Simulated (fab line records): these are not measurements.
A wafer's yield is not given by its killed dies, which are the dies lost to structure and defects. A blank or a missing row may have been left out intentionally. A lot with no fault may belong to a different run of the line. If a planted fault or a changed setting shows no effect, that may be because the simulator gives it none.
Which tool is to blame? | flow gf180mcu | 11 lots, 33 wafers sampled, at 4 steps of a route of 602

## WHAT THE GAUGES READ, wafer by wafer
GF_PASSIVATION_THK_MEAS_03.
lot  | measured     | on            | PASSIVATION_CVD_02_THK (nm)
L285 | day 28 21:38 | film_metro-04 | 701 691 706
L286 | day 28 22:17 | film_metro-04 | 687 698 700
L287 | day 29 06:05 | film_metro-02 | 708 711 721
L290 | day 30 10:34 | film_metro-04 | 695 704 711
L292 | day 30 17:17 | film_metro-01 | 709 703 708
L291 | day 30 18:46 | film_metro-04 | 695 683 701
L296 | day 32 02:26 | film_metro-04 | 799 805 811
L297 | day 32 06:10 | film_metro-04 | 783 785 807
L304 | day 33 20:07 | film_metro-04 | 698 704 703
L306 | day 34 04:57 | film_metro-04 | 708 703 708
L307 | day 34 10:52 | film_metro-01 | 684 702 717

## TOOL THAT RAN EACH LOT (tool first, then ch and the chambers of the sampled wafers, then the start)
lot  | GF_MIM_SPUTTER_02            | GF_MIM_SPUTTER_04            | GF_PASSIVATION_CVD_02
L285 | pvd_sputter-03, day 25 05:42 | pvd_sputter-03, day 25 05:45 | pecvd-03 ch 0,1,2, day 28 21:21
L286 | pvd_sputter-03, day 25 06:19 | pvd_sputter-03, day 25 06:22 | pecvd-01 ch 0,1,2, day 28 22:01
L287 | pvd_sputter-03, day 25 13:55 | pvd_sputter-03, day 25 13:58 | pecvd-04 ch 0,1,2, day 29 05:47
L290 | pvd_sputter-03, day 26 22:35 | pvd_sputter-03, day 26 22:38 | pecvd-01 ch 0,1, day 30 10:17
L292 | pvd_sputter-01, day 27 06:01 | pvd_sputter-01, day 27 06:04 | pecvd-04 ch 0,1,2, day 30 16:59
L291 | pvd_sputter-03, day 27 07:32 | pvd_sputter-03, day 27 07:35 | pecvd-04 ch 0,1,2, day 30 18:28
L296 | pvd_sputter-03, day 28 18:56 | pvd_sputter-03, day 28 18:59 | pecvd-04 ch 0,1, day 32 02:08
L297 | pvd_sputter-03, day 28 22:49 | pvd_sputter-03, day 28 22:52 | pecvd-04 ch 0,1,2, day 32 05:49
L304 | pvd_sputter-02, day 30 17:53 | pvd_sputter-02, day 30 17:56 | pecvd-01 ch 0,1,2, day 33 19:49
L306 | pvd_sputter-01, day 31 04:53 | pvd_sputter-01, day 31 04:56 | pecvd-01 ch 0,1,2, day 34 04:46
L307 | pvd_sputter-03, day 31 12:01 | pvd_sputter-03, day 31 12:04 | pecvd-03 ch 1,2, day 34 10:35
- GF_MIM_SPUTTER_02: material AlCu, target thk 450 nm, time 23.9 s.
- GF_MIM_SPUTTER_04: material TiN, target thk 50 nm, time 41.7 s.
- GF_PASSIVATION_CVD_02: deposits Si3N4, target thk 700 nm, time 486.18 s.

## THE ANSWER, worked out from the rows above alone
Rule: what is usual is taken from the lots themselves. Put in order of their means at a reading, lots are off if they are a third of the lots or fewer, leave a main group of 4 or more, and stand apart from it by a gap of 3 or more times the standard deviation of the main group's means; of several such gaps the widest counts. A main group whose means are all the same, to the digits that the tables above print for the reading, isn't used. A lot without any number at a reading at which 4 lots or more have one is off too. All remaining lots with rows at the step are treated as sound.
Off: L296, L297, at GF_PASSIVATION_THK_MEAS_03 (PASSIVATION_CVD_02_THK). Mean 702 nm and standard deviation 5.9 in the main group.
If a tool, at a process step before that reading, ran all the lots that are off and no sound lot after the first of them, it fits. The gauges at GF_PASSIVATION_THK_MEAS_03 are tried like those tools. One candidate fits, namely pecvd-04 at GF_PASSIVATION_CVD_02. A fault onset in the window from L291 (day 30 18:28, its last sound lot) to L296 (day 32 02:08, its first lot off) fits.

## WHAT WAS PUT IN BY THE SIMULATOR
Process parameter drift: pecvd-04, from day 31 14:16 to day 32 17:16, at GF_PASSIVATION_CVD_02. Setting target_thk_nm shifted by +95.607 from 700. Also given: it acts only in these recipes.
Struck lots among those shown: L296, L297. This agrees with what the rule above found.
